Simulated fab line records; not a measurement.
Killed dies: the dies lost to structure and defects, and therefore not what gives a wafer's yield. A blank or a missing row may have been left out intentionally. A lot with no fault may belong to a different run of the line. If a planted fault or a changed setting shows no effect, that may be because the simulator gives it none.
fab line records -- flow sfq_line -- part 2 of 2: steps 26 to 35 of 35
record: lots: 5, wafers: 15, last_day: 86
route steps=325 shown R5@219 I5@228 C5@240 M6@251
lots that met no fault: from a run of the same line without faults
start_h: the number of hours between the record's first day and the start of the first shown wafer of the lot -- wait_h: hours since the lot's step before -- " identical to the entry in the row above -- L1.1+2: one row covering several wafers at once -- - no value, or no start given -- * or withheld: withheld -- < > ~ a bound
route shown NAME@n: a module of which the file shows steps, and the number in the route of the first -- usual: mean/standard deviation taken from wafers without a fault -- same: alike in all rows -- chamber/n: place in a boat -- sites: the reading at each site -- _std_site: standard deviation across them -- _edge_site: the outer-site mean with the inner-site mean subtracted -- radius_mm: for every site, how far away it sits from the centre of the wafer -- mask NAME#n: copy n -- behind: tool/chamber where the wafer was last shaped -- hold: why the lot was held/for how many hours/how that ended -- device: which transistor (n, p or np) failed to switch -- end of line: at the end of the route, the tests of the same wafers -- step lacking rows: just its recipe -- killed: count of dies lost to structure and defects at first sort (not the wafer's yield) -- map: the dies of a wafer, with x for killed, . for not killed, _ for no die there
set.NAME: the setting that was run; set.NAME@STEP: the one run at that earlier step -- model.NAME: the simulator's own value behind a step, which no gauge read
a table for each step, a row for each wafer; lots at some steps of the route
services: when a tool's chamber went out of use (start_h, in hours from the record's first day, below 0 if earlier), for how many hours, and the reason
== steps ==
step: SFQ_TRILAYER_C5_LITHO_PEB_154
recipe: peb_temp_c: 115, peb_time_s: 60, resist: KrF
usual: chill_plate_temp_C: 22.99/0.11
lot.wafer,tool,chamber,start_h,wait_h,chill_plate_temp_C
L075.1,litho_track-04,0,1486.68,1.0,23.12
L075.2,litho_track-04,0,1486.68,1.0,23.04
L075.5,litho_track-04,0,1486.68,1.0,23.08
L076.1,litho_track-01,0,1487.88,1.0,23.15
L076.2,litho_track-01,0,1487.88,1.0,23.13
L076.4,litho_track-01,0,1487.88,1.0,23.23
L077.1,litho_track-01,0,1489.08,1.0,23.00
L077.2,litho_track-01,0,1489.08,1.0,23.13
L077.4,litho_track-01,0,1489.08,1.0,22.98
L096.1,litho_track-04,0,1844.44,1.0,22.93
L096.2,litho_track-04,0,1844.44,1.0,22.95
L096.4,litho_track-04,0,1844.44,1.0,22.84
L097.1,litho_track-01,0,1846.84,1.0,22.91
L097.2,litho_track-01,0,1846.84,1.0,23.01
L097.3,litho_track-01,0,1846.84,1.0,23.03
step: SFQ_TRILAYER_C5_LITHO_DEVELOP_153
recipe: time_s: 60, resist: KrF
usual: chill_plate_temp_C: 22.98/0.097
lot.wafer,tool,chamber,start_h,wait_h,chill_plate_temp_C
L075.1,litho_track-04,0,1486.83,0.1,22.72
L075.2,litho_track-04,0,1486.83,0.1,22.76
L075.5,litho_track-04,0,1486.83,0.1,22.84
L076.1,litho_track-01,0,1488.03,0.1,23.06
L076.2,litho_track-01,0,1488.03,0.1,22.85
L076.4,litho_track-01,0,1488.03,0.1,22.92
L077.1,litho_track-01,0,1489.23,0.1,22.85
L077.2,litho_track-01,0,1489.23,0.1,22.83
L077.4,litho_track-01,0,1489.23,0.1,22.88
L096.1,litho_track-04,0,1844.59,0.1,23.14
L096.2,litho_track-04,0,1844.59,0.1,22.92
L096.4,litho_track-04,0,1844.59,0.1,23.05
L097.1,litho_track-01,0,1846.99,0.1,22.93
L097.2,litho_track-01,0,1846.99,0.1,23.00
L097.3,litho_track-01,0,1846.99,0.1,23.02
step: SFQ_C5_OVL_MEAS_937
usual: C5_OVL: 1/5.2
lot.wafer,tool,chamber,start_h,wait_h,C5_OVL[nm]
L075.1,overlay-02,-,1486.98,0.1,1
L075.2,overlay-02,-,1486.98,0.1,-12
L075.5,overlay-02,-,1486.98,0.1,-5
L076.1,overlay-02,-,1488.18,0.1,-5
L076.2,overlay-02,-,1488.18,0.1,3
L076.4,overlay-02,-,1488.18,0.1,2
L077.1,overlay-02,-,1489.38,0.1,-1
L077.2,overlay-02,-,1489.38,0.1,7
L077.4,overlay-02,-,1489.38,0.1,-1
L096.1,overlay-02,-,1844.74,0.1,1
L096.2,overlay-02,-,1844.74,0.1,-12
L096.4,overlay-02,-,1844.74,0.1,-9
L097.1,overlay-02,-,1847.14,0.1,-3
L097.2,overlay-02,-,1847.14,0.1,0
L097.3,overlay-02,-,1847.14,0.1,2
step: SFQ_TRILAYER_C5_BARC_OPEN_VIA_ETCH_210
recipe: mask_material: PR, chemistry: O2, target_depth_nm: 125, target: BARC, source_w: 500, bias_w: 80, pressure_mtorr: 30, time_s: 40.57
usual: drypump_motor_current_A: 6.0/0.42, oes_product_au: 0.693/0.0044
lot.wafer,tool,chamber,start_h,wait_h,drypump_motor_current_A,oes_product_au,rf_hours_counter_h
L075.1,rie_diel-02,1,1487.02,0.0,6.4,0.684,21
L075.2,rie_diel-02,3,1487.02,0.0,5.6,0.692,2
L075.5,rie_diel-02,0,1487.02,0.0,5.9,0.699,-
L076.1,rie_diel-01,1,1488.22,0.0,6.3,0.699,18
L076.2,rie_diel-01,2,1488.22,0.0,5.5,0.691,10
L076.4,rie_diel-01,3,1488.22,0.0,5.8,0.697,15
L077.1,rie_diel-03,0,1489.42,0.0,6.1,0.699,19
L077.2,rie_diel-03,3,1489.42,0.0,6.3,0.691,15
L077.4,rie_diel-03,1,1489.42,0.0,6.2,0.695,18
L096.1,rie_diel-02,2,1844.77,0.0,5.0,0.690,18
L096.2,rie_diel-02,1,1844.77,0.0,6.4,0.687,2
L096.4,rie_diel-02,0,1844.77,0.0,5.9,0.696,18
L097.1,rie_diel-01,2,1847.17,0.0,5.5,0.688,14
L097.2,rie_diel-01,1,1847.17,0.0,6.3,0.696,2
L097.3,rie_diel-01,3,1847.17,0.0,5.9,0.691,0
step: SFQ_TRILAYER_C5_ETCH_VIA_ETCH_154
recipe: target: SiO2, mask_material: PR, chemistry: CHF3, target_depth_nm: 84, source_w: 500, bias_w: 80, pressure_mtorr: 30, time_s: withheld, stop_on: Nb
usual: drypump_motor_current_A: 6.0/0.41, oes_product_au: 0.895/0.0087
lot.wafer,tool,chamber,start_h,wait_h,drypump_motor_current_A,oes_product_au
L075.1,rie_diel-02,1,1487.06,0.0,6.4,0.889
L075.2,rie_diel-02,3,1487.06,0.0,5.6,0.893
L075.5,rie_diel-02,0,1487.06,0.0,5.9,0.888
L076.1,rie_diel-01,1,1488.26,0.0,6.3,0.893
L076.2,rie_diel-01,2,1488.26,0.0,5.4,0.898
L076.4,rie_diel-01,3,1488.26,0.0,5.8,0.898
L077.1,rie_diel-03,0,1489.46,0.0,6.1,0.879
L077.2,rie_diel-03,3,1489.46,0.0,6.3,0.893
L077.4,rie_diel-03,1,1489.46,0.0,6.2,0.899
L096.1,rie_diel-02,2,1844.81,0.0,5.0,0.894
L096.2,rie_diel-02,1,1844.81,0.0,6.4,0.900
L096.4,rie_diel-02,0,1844.81,0.0,5.9,0.907
L097.1,rie_diel-01,2,1847.21,0.0,5.5,0.882
L097.2,rie_diel-01,1,1847.21,0.0,6.4,0.880
L097.3,rie_diel-01,3,1847.21,0.0,5.8,0.879
step: SFQ_TRILAYER_C5_STRIP_STRIP_155
recipe: gas: O2, power_w: 200, platen_temp_c: 40, overash_fraction: 0.65, chemistry: O2, pressure_mtorr: 50
usual: drypump_motor_current_A: 5.6/0.56, oes_product_au: 1.002/0.0074
lot.wafer,tool,chamber,start_h,wait_h,drypump_motor_current_A,oes_product_au,rf_hours_counter_h
L075.1,rie_metal-04,1,1487.10,-,5.8,1.002,64
L075.2,rie_metal-04,0,1487.10,-,4.8,1.009,76
L075.5,rie_metal-04,1,1487.10,-,5.7,1.011,-
L076.1,rie_metal-04,0,1488.30,-,4.8,0.994,77
L076.2,rie_metal-04,1,1488.30,-,5.8,1.000,64
L076.4,rie_metal-04,0,1488.30,-,4.8,1.000,-
L077.1,rie_metal-04,0,1489.50,-,4.8,1.003,77
L077.2,rie_metal-04,1,1489.50,-,5.8,1.001,65
L077.4,rie_metal-04,1,1489.50,-,5.8,0.998,-
L096.1,rie_metal-04,1,1844.86,-,5.8,0.997,107
L096.2,rie_metal-04,0,1844.86,-,4.8,1.002,119
L096.4,rie_metal-04,0,1844.86,-,4.8,1.006,-
L097.1,rie_metal-04,0,1847.26,-,4.8,1.008,120
L097.2,rie_metal-04,1,1847.26,-,5.8,0.993,107
L097.3,rie_metal-04,1,1847.26,-,5.8,0.988,-
step: SFQ_TRILAYER_C5_STRIP_SOLV_CLEAN_156
recipe: chemistry: NMP, temp_c: 70, time_s: 600
lot.wafer,tool,chamber,start_h,wait_h
L075.1+2+5,wet_bench-02,"5,1,4",1487.70,0.4
L076.1+2+4,wet_bench-03,"6,5,1",1488.90,0.4
L077.1+2+4,wet_bench-04,"3,5,6",1490.10,0.4
L096.1+2+4,wet_bench-04,"7,6,1",1845.46,0.4
L097.1+2+3,wet_bench-04,"3,7,5",1847.86,0.4
step: SFQ_TRILAYER_M6_DEP_PRE_CLEAN_158
recipe: gas: Ar, time_s: 22.5, bias_v: 250
lot.wafer,tool,chamber,start_h,wait_h
L075.1+2+5,pvd_sputter-06,-,1487.88,0.0
L076.1+2+4,pvd_sputter-04,-,1489.08,0.0
L077.1+2+4,pvd_sputter-05,-,1490.28,0.0
L096.1+2+4,pvd_sputter-04,-,1845.64,0.0
L097.1+2+3,pvd_sputter-05,-,1848.04,0.0
step: SFQ_TRILAYER_M6_DEP_SPUTTER_157
recipe: material: Nb, base_pressure_pa: 1.33e-06, chamber_pressure_pa: 0.1333, substrate_temp_c: 20, target_thk_nm: 200, power_w: 2000, time_s: 133.3
usual: base_pressure_pa: 1.33e-06/1e-07, throttle_valve_pct: 29.6/1.1
lot.wafer,tool,chamber,start_h,wait_h,base_pressure_pa,throttle_valve_pct
L075.1,pvd_sputter-06,-,1487.91,0.0,1.37e-06,30.3
L075.2,pvd_sputter-06,-,1487.91,0.0,1.39e-06,29.3
L075.5,pvd_sputter-06,-,1487.91,0.0,1.32e-06,28.6
L076.1,pvd_sputter-04,-,1489.11,0.0,1.35e-06,28.7
L076.2,pvd_sputter-04,-,1489.11,0.0,1.45e-06,30.7
L076.4,pvd_sputter-04,-,1489.11,0.0,1.36e-06,28.9
L077.1,pvd_sputter-05,-,1490.31,0.0,1.48e-06,30.0
L077.2,pvd_sputter-05,-,1490.31,0.0,1.33e-06,31.3
L077.4,pvd_sputter-05,-,1490.31,0.0,1.27e-06,28.1
L096.1,pvd_sputter-04,-,1845.67,0.0,1.32e-06,28.5
L096.2,pvd_sputter-04,-,1845.67,0.0,1.4e-06,30.5
L096.4,pvd_sputter-04,-,1845.67,0.0,1.33e-06,30.2
L097.1,pvd_sputter-05,-,1848.07,0.0,1.35e-06,28.2
L097.2,pvd_sputter-05,-,1848.07,0.0,1.24e-06,30.5
L097.3,pvd_sputter-05,-,1848.07,0.0,1.41e-06,31.0
step: SFQ_M6_RS_MEAS_938
recipe: thk_meas_gauge: four-point-probe, reads: Nb_of_TRILAYER_M6_DEP_SPUTTER_157
usual: M6_NB_RS: 0.894/0.009
lot.wafer,tool,chamber,start_h,wait_h,M6_NB_RS[ohm/sq]
L075.1,film_metro-04,-,1488.00,0.0,0.895
L075.2,film_metro-04,-,1488.00,0.0,0.897
L075.5,film_metro-04,-,1488.00,0.0,0.892
L076.1,film_metro-02,-,1489.20,0.0,0.911
L076.2,film_metro-02,-,1489.20,0.0,0.907
L076.4,film_metro-02,-,1489.20,0.0,0.904
L077.1,film_metro-04,-,1490.40,0.0,0.900
L077.2,film_metro-04,-,1490.40,0.0,0.896
L077.4,film_metro-04,-,1490.40,0.0,0.899
L096.1,film_metro-04,-,1845.76,0.0,0.891
L096.2,film_metro-04,-,1845.76,0.0,0.890
L096.4,film_metro-04,-,1845.76,0.0,0.886
L097.1,film_metro-04,-,1848.29,0.2,0.887
L097.2,film_metro-04,-,1848.29,0.2,0.890
L097.3,film_metro-04,-,1848.29,0.2,0.890
== services ==
tool,chamber,start_h,hours,kind
rie_metal-01,-,1115.28,28.1,pm
krf_scanner-02,-,1143.41,1.0,pm
krf_scanner-02,-,1152.81,1.3,pm
rie_diel-02,0,1154.53,4.6,repair
rie_metal-01,0,1158.35,12.4,repair
rie_diel-02,0,1172.72,4.4,repair
rie_metal-01,-,1183.03,4.3,pm
krf_scanner-02,-,1187.71,0.8,pm
rie_diel-02,3,1215.62,111.3,repair
krf_scanner-02,-,1217.26,3.6,pm
rie_diel-02,1,1266.15,4.2,repair
rie_diel-02,2,1274.63,9.8,repair
krf_scanner-02,-,1290.60,1.1,repair
krf_scanner-02,-,1312.13,1.0,pm
krf_scanner-02,-,1327.78,1.3,pm
krf_scanner-02,-,1329.69,4.4,pm
rie_diel-02,2,1349.50,15.2,repair
krf_scanner-02,-,1355.62,0.8,pm
rie_diel-02,2,1421.72,1.4,repair
rie_diel-02,-,1468.94,2.8,pm
rie_diel-02,2,1498.59,1.7,repair
rie_diel-02,0,1603.61,1.9,repair
rie_diel-02,0,1652.79,9.0,repair
rie_diel-02,0,1679.32,3.7,repair
